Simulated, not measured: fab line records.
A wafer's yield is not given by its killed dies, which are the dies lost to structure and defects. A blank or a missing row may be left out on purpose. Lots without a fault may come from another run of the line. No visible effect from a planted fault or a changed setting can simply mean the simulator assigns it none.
Which tool is to blame?	flow sky130	14 lots, 42 wafers sampled, at 4 steps of a route of 708

== WHAT EACH GAUGE READ, for each wafer ==
SKY_CAPM_OVL_MEAS_12.
lot	measured	on	CAPM_OVL (nm)
L968	day 37 20:40	overlay-02	0.6 1.2 1.7
L970	day 38 03:43	overlay-01	-1.4 -2.4 -0.3
L971	day 38 14:10	overlay-02	-3.3 -2.5 -1.2
L973	day 39 05:58	overlay-02	0.1 2.6 -0.3
L974	day 39 06:16	overlay-02	-0.4 -0.9 -0.9
L977	day 40 08:04	overlay-02	-3.2 -0.6 -1.6
L978	day 40 13:20	overlay-02	0.9 -0.5 -1.4
L979	day 40 18:37	overlay-02	1.6 0.5 1.3
L983	day 42 14:34	overlay-02	-0.8 -2.5 -1.0
L984	day 42 18:07	overlay-01	-1.2 2.4 -0.5
L985	day 42 19:22	overlay-01	1.3 -1.0 3.1
L987	day 42 23:34	overlay-01	2.1 1.8 1.3
L990	day 44 00:47	overlay-01	0.2 1.9 0.4
L991	day 44 08:25	overlay-01	-0.5 -1.9 -0.6

SKY_METAL3_CD_MEAS_13: the cd target is 300 nm.
lot	measured	on	cd_nm (nm)
L968	day 38 22:19	cd_sem-02	300.2 300.1 299.7
L970	day 39 05:49	cd_sem-01	300.9 301.1 302.4
L971	day 39 16:27	cd_sem-02	299.4 299.1 299.1
L973	day 40 06:47	cd_sem-02	298.7 299.0 298.2
L974	day 40 07:47	cd_sem-01	302.5 300.1 301.4
L977	day 41 09:41	cd_sem-01	300.7 298.9 300.7
L978	day 41 14:53	cd_sem-02	300.6 300.4 300.2
L979	day 41 19:41	cd_sem-02	300.8 301.4 301.4
L983	day 43 14:56	cd_sem-02	303.0 302.3 301.4
L984	day 43 18:36	cd_sem-02	- - -
L985	day 43 19:37	cd_sem-02	- - -
L987	day 43 22:55	cd_sem-02	296.9 296.6 296.8
L990	day 44 23:40	cd_sem-01	298.0 298.3 296.9
L991	day 45 06:45	cd_sem-02	298.5 298.9 297.4

SKY_VIA3_THK_MEAS_01.
lot	measured	on	VIA3_HDPCVD_THK (nm)
L968	day 38 23:33	film_metro-02	1651 1671 1674
L970	day 39 07:03	film_metro-01	1629 1595 1633
L971	day 39 17:41	film_metro-02	1602 1608 1623
L973	day 40 08:01	film_metro-01	1644 1660 1635
L974	day 40 09:01	film_metro-03	1608 1598 1602
L977	day 41 10:59	film_metro-02	1611 1633 1629
L978	day 41 16:13	film_metro-03	1661 1632 1624
L979	day 41 20:55	film_metro-02	1615 1634 1630
L983	day 43 16:10	film_metro-02	1586 1592 1625
L987	day 44 00:11	film_metro-03	1618 1615 1637
L990	day 45 00:53	film_metro-01	1642 1627 1643
L991	day 45 07:59	film_metro-02	1653 1624 1609

== TOOL THAT RAN EACH LOT (tool first, then ch and the chambers of the sampled wafers, then the start) ==
lot	SKY_METAL3_PEB_11
L968	litho_track-02 ch 0, day 38 21:00
L970	litho_track-02 ch 0, day 39 05:00
L971	litho_track-03 ch 0, day 39 16:00
L973	litho_track-01 ch 0, day 40 06:00
L974	litho_track-01 ch 0, day 40 07:00
L977	litho_track-01 ch 0, day 41 09:00
L978	litho_track-01 ch 0, day 41 14:00
L979	litho_track-01 ch 0, day 41 19:00
L983	litho_track-01 ch 0, day 43 14:00
L984	litho_track-03, day 43 18:00
L985	litho_track-01, day 43 19:00
L987	litho_track-02 ch 0, day 43 22:00
L990	litho_track-02 ch 0, day 44 23:00
L991	litho_track-03 ch 0, day 45 06:00
- SKY_METAL3_PEB_11

== WHAT THE TOOLS THEMSELVES READ (means of the sampled wafers that have a number; where no wafer has one, the mark that the record gives instead) ==
SKY_METAL3_PEB_11.
lot	tool	exhaust_pa (Pa)
L968	litho_track-02	45.2
L970	litho_track-02	45.2
L971	litho_track-03	44.5
L973	litho_track-01	44.8
L974	litho_track-01	45.7
L977	litho_track-01	44.1
L978	litho_track-01	45.1
L979	litho_track-01	43.8
L983	litho_track-01	44.2
L984	litho_track-03	-
L985	litho_track-01	-
L987	litho_track-02	44.7
L990	litho_track-02	44.6
L991	litho_track-03	46.4

== THE ANSWER, worked out from the rows above alone ==
Rule: the usual values come from the lots themselves. The widest of any qualifying gaps counts: lots, ordered by their means at a reading, are off when they make up no more than a third of the lots, leave a main group of 4 or more, and stand apart from it by 3 or more times the standard deviation of that group's means. The tables above print the reading to a certain number of digits; a main group whose means all agree to those digits is not used. Also off: a lot with no number at a reading for which 4 or more lots have one. Where the step has rows for the other lots, those lots are counted as sound. Order of review: gauges by route order, followed by the tools' own readings, for which a lot's mean as printed above is used. The first step at which some lot is off is used, and at that step the reading that is off furthest; a lot without a number counts as furthest.
Off, at SKY_METAL3_CD_MEAS_13 on cd_nm: L984, L985. Without a number there: L984, L985. Main group: mean 299.8 nm, sd 1.6.
A tool fits if, at a process step before that reading, it ran every lot that is off, and no sound lot after the first of them. The gauges at SKY_METAL3_CD_MEAS_13 aren't tried: what is off there is off at SKY_METAL3_PEB_11 too, on other tools, and a gauge's error can't cause that. No candidate that was tried fits.

== WHAT HAD BEEN PUT IN BY THE SIMULATOR ==
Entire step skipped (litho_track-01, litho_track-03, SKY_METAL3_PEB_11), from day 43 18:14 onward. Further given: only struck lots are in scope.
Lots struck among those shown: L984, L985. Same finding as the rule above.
